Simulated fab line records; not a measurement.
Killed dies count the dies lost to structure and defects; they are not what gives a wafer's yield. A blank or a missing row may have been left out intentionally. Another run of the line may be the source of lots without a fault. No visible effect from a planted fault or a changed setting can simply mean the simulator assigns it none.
A single fault, viewed from 2 desks -- flow sky130 -- each desk holds nothing but its own numbers, with what lay behind them at the end

== THE METROLOGY DESK ==
What the gauges read for every lot (on any tool): the sampled wafers with a number, averaged. A lot is out of limits, marked OUT, if its mean lies more than 4 standard deviations from the usual mean; the brackets give that distance.
Columns: A = VIA2_W_RS at SKY_VIA2_RS_MEAS_22, usual 0.276 ohm/sq; B = VIA2_W_THK at SKY_VIA2_THK_MEAS_23, usual 415 nm
lot,first seen here,A,B
L662,day 38 01:34,0.278,411
L664,day 38 19:05,0.280,411
L673,day 41 11:37,0.278,418
L674,day 41 15:33,0.274,423
L677,day 42 13:43,0.276,416
L679,day 43 04:07,0.271,412
This desk's finding: nothing out of limits on any of the 6 lots.

== THE TOOL OWNER'S DESK: pvdSputter-04 ==
At SKY_METAL3_SPUTTER_01 (material TiN, target thk 20 nm, time 16.7 s) the tool's own readings: per lot run on this tool, the mean of the sampled wafers that have a number. A lot is out of limits, marked OUT, if its mean lies more than 4 standard deviations from the usual mean; the brackets give that distance.
Columns: A = cathodeDcPowerW at SKY_METAL3_SPUTTER_01, usual 6500.0 W; B = throttleValvePct at SKY_METAL3_SPUTTER_01, usual 30.0 %
lot,first seen here,A,B
L664,day 38 19:34,6500.1,30.0
L673,day 41 12:05,6769.2 (+99 or more) OUT,29.1
L674,day 41 16:01,6770.5 (+99 or more) OUT,29.1
This desk's finding: out of limits on L673, L674; first on L673, day 41 12:05 (cathodeDcPowerW at SKY_METAL3_SPUTTER_01). In limits: L664.

== PUT TOGETHER ==
The tool owner's desk could have raised an alarm at day 41 12:05, on L673, L674.
Nothing out of limits was seen by the metrology desk.
The metrology desk holds a record of L673, L674, inside its limits.
On pvdSputter-04, each named lot ran SKY_METAL3_SPUTTER_01.

== WHAT THE SIMULATOR PUT IN ==
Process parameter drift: pvdSputter-04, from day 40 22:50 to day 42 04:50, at SKY_METAL3_SPUTTER_01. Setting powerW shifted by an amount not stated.
Lots struck among those shown: L673, L674.
Time in hours from fault onset to the first out-of-limits reading at each desk: the tool owner's desk, 13.
